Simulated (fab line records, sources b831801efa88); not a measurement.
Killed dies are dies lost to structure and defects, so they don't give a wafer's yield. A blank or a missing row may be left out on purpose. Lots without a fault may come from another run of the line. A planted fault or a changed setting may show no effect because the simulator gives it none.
Which tool did it? | flow sky130 | 7 lots, 21 wafers sampled, at 3 steps of a route of 708

WHAT THE GAUGES READ, wafer by wafer
SKY_VIA4_RS_MEAS_19: measures by four-point-probe.
lot  | measured     | on            | VIA4_W_RS (ohm/sq)
L999 | day 42 19:33 | film_metro-01 | 0.226 0.225 0.225
L102 | day 43 21:32 | film_metro-01 | 0.225 0.224 0.220
L104 | day 44 19:53 | film_metro-01 | 0.220 0.228 0.227
L108 | day 46 08:12 | film_metro-01 | 0.227 0.226 0.225
L116 | day 47 12:17 | film_metro-01 | 0.223 0.225 0.222
L118 | day 47 18:32 | film_metro-01 | 0.230 0.229 0.227
L121 | day 48 11:37 | film_metro-01 | 0.228 0.227 0.227

WHICH TOOL RAN EACH LOT (tool, then ch and the chambers of the sampled wafers, then the start)
lot  | SKY_GATE_OXIDE_WET_ETCH_12      | SKY_CAP2M_SPUTTER_02
L999 | wet_bench-02 ch 0, day 13 22:44 | pvd_sputter-02, day 39 16:28
L102 | wet_bench-02 ch 3, day 15 02:11 | pvd_sputter-03, day 40 19:46
L104 | wet_bench-02 ch 1, day 15 22:50 | pvd_sputter-02, day 41 20:49
L108 | wet_bench-01 ch 3, day 18 12:09 | pvd_sputter-02, day 43 12:20
L116 | wet_bench-02 ch 0, day 20 04:59 | pvd_sputter-01, day 44 18:13
L118 | wet_bench-03 ch 0, day 20 20:42 | pvd_sputter-01, day 45 04:59
L121 | wet_bench-01 ch 2, day 21 22:14 | pvd_sputter-02, day 45 21:56
- SKY_GATE_OXIDE_WET_ETCH_12: etches SiO2 in dHF, target depth 16.8 nm, time 336 s.
- SKY_CAP2M_SPUTTER_02: material TiN, target thk 200 nm, time 166.7 s.

THE ANSWER, worked out from the rows above alone
Rule: what is usual is taken from the lots themselves. Put in order of their means at a reading, lots are off if they are a third of the lots or fewer, leave a main group of 4 or more, and stand apart from it by a gap of 3 or more times the standard deviation of the main group's means; of several such gaps the widest counts. A main group whose means are all the same, to the digits that the tables above print for the reading, isn't used. A lot without any number at a reading at which 4 lots or more have one is off too. The other lots that the step has rows for count as sound.
No lot is off at any reading shown: from this, nothing can be told.

WHAT THE SIMULATOR HAD PUT IN
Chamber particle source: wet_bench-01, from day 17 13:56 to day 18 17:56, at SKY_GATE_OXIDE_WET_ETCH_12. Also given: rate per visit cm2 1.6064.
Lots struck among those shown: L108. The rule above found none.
